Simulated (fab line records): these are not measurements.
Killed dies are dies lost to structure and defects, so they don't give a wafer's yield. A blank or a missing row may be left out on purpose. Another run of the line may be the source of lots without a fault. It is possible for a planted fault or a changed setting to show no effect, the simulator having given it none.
Which tool is to blame?    flow gf180mcu    33 wafers from 11 lots sampled at 5 of the route's 602 steps

== WHAT THE GAUGES SHOWED, per wafer ==
GF_CONTACT_CD_MEAS_14: the cd target is 220 nm. Usual: cd_nm 219.8 nm, standard deviation 1.4.
lot   measured      on         cd_nm (nm)         flag
L694  day 16 18:38  cd_sem-01  219.4 220.6 219.4  
L695  day 17 05:28  cd_sem-02  219.3 219.3 219.0  
L697  day 18 00:25  cd_sem-01  219.8 219.5 220.4  
L698  day 18 04:05  cd_sem-01  221.3 222.9 221.4  
L701  day 19 10:23  cd_sem-02  220.1 219.4 219.1  
L705  day 21 00:53  cd_sem-01  220.9 220.8 221.2  
L707  day 21 17:50  cd_sem-02  216.5 217.2 219.3  
L713  day 23 12:56  cd_sem-01  218.1 218.9 217.3  
L714  day 23 20:42  cd_sem-02  218.8 218.6 218.4  
L715  day 24 02:52  cd_sem-01  218.3 216.9 218.2  
L716  day 24 05:53  cd_sem-01  219.4 219.8 221.0  

GF_CONTACT_RS_MEAS_25: measures by four-point-probe. Usual: for CONTACT_W_RS the level is 0.383 ohm/sq and the standard deviation is 0.0047.
lot   measured      on             CONTACT_W_RS (ohm/sq)  flag
L694  day 16 19:28  film_metro-04  0.379 0.376 0.378      
L695  day 17 06:17  film_metro-01  0.382 0.380 0.384      
L697  day 18 01:20  film_metro-04  0.381 0.385 0.383      
L698  day 18 04:55  film_metro-02  0.378 0.382 0.381      
L701  day 19 11:12  film_metro-01  0.381 0.388 0.382      
L705  day 21 01:43  film_metro-04  0.274 0.275 0.274      OFF
L707  day 21 18:45  film_metro-02  0.278 0.278 0.276      OFF
L713  day 23 13:50  film_metro-02  0.385 0.390 0.392      
L714  day 23 21:31  film_metro-02  0.385 0.386 0.382      
L715  day 24 03:42  film_metro-04  0.386 0.380 0.385      
L716  day 24 06:42  film_metro-02  0.382 0.386 0.382      

GF_CONTACT_THK_MEAS_26: measures by xrf. Usual: for CONTACT_W_THK the level is 306 nm and the standard deviation is 5.6.
lot   measured      on             CONTACT_W_THK (nm)  flag
L694  day 16 19:35  film_metro-04  305 310 307         
L695  day 17 06:23  film_metro-01  312 313 311         
L697  day 18 01:27  film_metro-04  304 302 305         
L698  day 18 05:02  film_metro-02  311 308 311         
L701  day 19 11:19  film_metro-01  314 307 312         
L705  day 21 01:50  film_metro-04  416 414 419         OFF
L707  day 21 18:52  film_metro-02  422 423 425         OFF
L713  day 23 13:57  film_metro-02  305 300 297         
L714  day 23 21:36  film_metro-02  303 302 306         
L715  day 24 03:49  film_metro-04  298 306 301         
L716  day 24 06:49  film_metro-02  308 305 309         

== WHAT TOOL EACH LOT RAN ON (gives the tool, then ch and the chambers of the sampled wafers, and finally the start) ==
lot   GF_CONTACT_ETCH_17                             GF_CONTACT_CVD_24
L694  rie_diel-03 ch 0,2,3, day 16 19:22 or earlier  cvd_w-01 ch 0,1, day 16 19:22
L695  rie_diel-04 ch 0,1, day 17 06:10 or earlier    cvd_w-01 ch 0,1, day 17 06:10
L697  rie_diel-02 ch 0,2, day 18 01:13 or earlier    cvd_w-02 ch 0,1, day 18 01:13
L698  rie_diel-02 ch 0,1,3, day 18 04:49 or earlier  cvd_w-01 ch 0,1, day 18 04:49
L701  rie_diel-04 ch 0,1,2, day 19 11:06 or earlier  cvd_w-02 ch 0,1, day 19 11:06
L705  rie_diel-04 ch 0,1, day 21 01:37 or earlier    cvd_w-01 ch 1, day 21 01:37
L707  rie_diel-04 ch 0,1,3, day 21 18:39 or earlier  cvd_w-01 ch 0,1, day 21 18:39
L713  rie_diel-03 ch 1,3, day 23 13:44 or earlier    cvd_w-02 ch 1, day 23 13:44
L714  rie_diel-03 ch 1,2,3, day 23 21:23 or earlier  cvd_w-02 ch 0,1, day 23 21:23
L715  rie_diel-03 ch 2,3, day 24 03:36 or earlier    cvd_w-02 ch 0,1, day 24 03:36
L716  rie_diel-04 ch 0,1,3, day 24 06:36 or earlier  cvd_w-02 ch 0,1, day 24 06:36
- GF_CONTACT_ETCH_17: etches SiO2 in C4F8/O2/Ar, stops on CoSi2, target depth 860 nm.
- GF_CONTACT_CVD_24: deposits W, target thk 300 nm, time 90.339 s.

== WHAT THE TOOLS THEMSELVES READ (means of the sampled wafers that have a number; where no wafer has one, the mark that the record gives instead) ==
GF_CONTACT_ETCH_17. Usual: oes_product_au 0.815 a.u., standard deviation 0.005; rf_fwd_power_W 1496 W, standard deviation 4.8.
lot   tool         oes_product_au (a.u.)  rf_fwd_power_W (W)  flag
L694  rie_diel-03  0.809                  1496                
L695  rie_diel-04  0.816                  1495                
L697  rie_diel-02  0.814                  1494                
L698  rie_diel-02  0.815                  1493                
L701  rie_diel-04  0.817                  1495                
L705  rie_diel-04  0.809                  1496                
L707  rie_diel-04  0.819                  1499                
L713  rie_diel-03  0.814                  1493                
L714  rie_diel-03  0.821                  1495                
L715  rie_diel-03  0.815                  1496                
L716  rie_diel-04  0.814                  1497                

GF_CONTACT_CVD_24. Usual: chamber_pressure_Torr 39.99 Torr, standard deviation 0.09; heater_power_w 892 W, standard deviation 130; susceptor_temp_C 399.98 C, standard deviation 0.21.
lot   tool      chamber_pressure_Torr (Torr)  heater_power_w (W)  susceptor_temp_C (C)  flag
L694  cvd_w-01  39.95                         848                 400.04                
L695  cvd_w-01  40.07                         845                 399.82                
L697  cvd_w-02  39.95                         891                 400.05                
L698  cvd_w-01  39.96                         953                 399.81                
L701  cvd_w-02  39.99                         850                 400.21                
L705  cvd_w-01  39.96                         1204                418.26                OFF
L707  cvd_w-01  40.02                         949                 418.51                OFF
L713  cvd_w-02  39.96                         925                 399.99                
L714  cvd_w-02  40.05                         865                 399.88                
L715  cvd_w-02  40.08                         857                 400.07                
L716  cvd_w-02  39.96                         899                 399.90                

== THE ANSWER, worked out from the rows above alone ==
Rule: lot off if the mean of its wafers having a number is beyond 3 standard deviations from the usual mean. Also off: a lot with no number at a reading for which 4 or more lots have one. Where the step has rows for the other lots, those lots are counted as sound. After the gauges, taken in route order, come the tools' own readings; for these a lot's mean is taken, as printed above. The first step at which some lot is off is used, and at that step the reading that is off furthest; a lot without a number counts as furthest.
Off: L705, L707, at GF_CONTACT_RS_MEAS_25 (CONTACT_W_RS).
A tool fits if, at a process step before that reading, it ran every lot that is off, and no sound lot after the first of them. Not tried: the gauges at GF_CONTACT_RS_MEAS_25; whatever is off there is also off at GF_CONTACT_CVD_24, on other tools, and gauge error can't account for it. GF_CONTACT_ETCH_17: start missing for some lots; hours and lot order therefore follow GF_CONTACT_CVD_24. One fits: GF_CONTACT_CVD_24 on cvd_w-01. Its last sound lot is L698 (day 18 04:49), its first lot that is off L705 (day 21 01:37): a fault that began between those two fits.
The tool's own readings at GF_CONTACT_CVD_24 bear it out: on the lots that are off they differ by more than 5 times the standard deviation of the sound lots' means. heater_power_w reads 1076 W there against 881 W on the sound lots; susceptor_temp_C reads 418.38 C there against 399.97 C on the sound lots.

== WHAT THE SIMULATOR HAD INSERTED ==
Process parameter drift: cvd_w-01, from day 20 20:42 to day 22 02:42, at GF_CONTACT_CVD_24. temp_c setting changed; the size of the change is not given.
Struck lots among those shown: L705, L707. The rule given above showed the same thing.
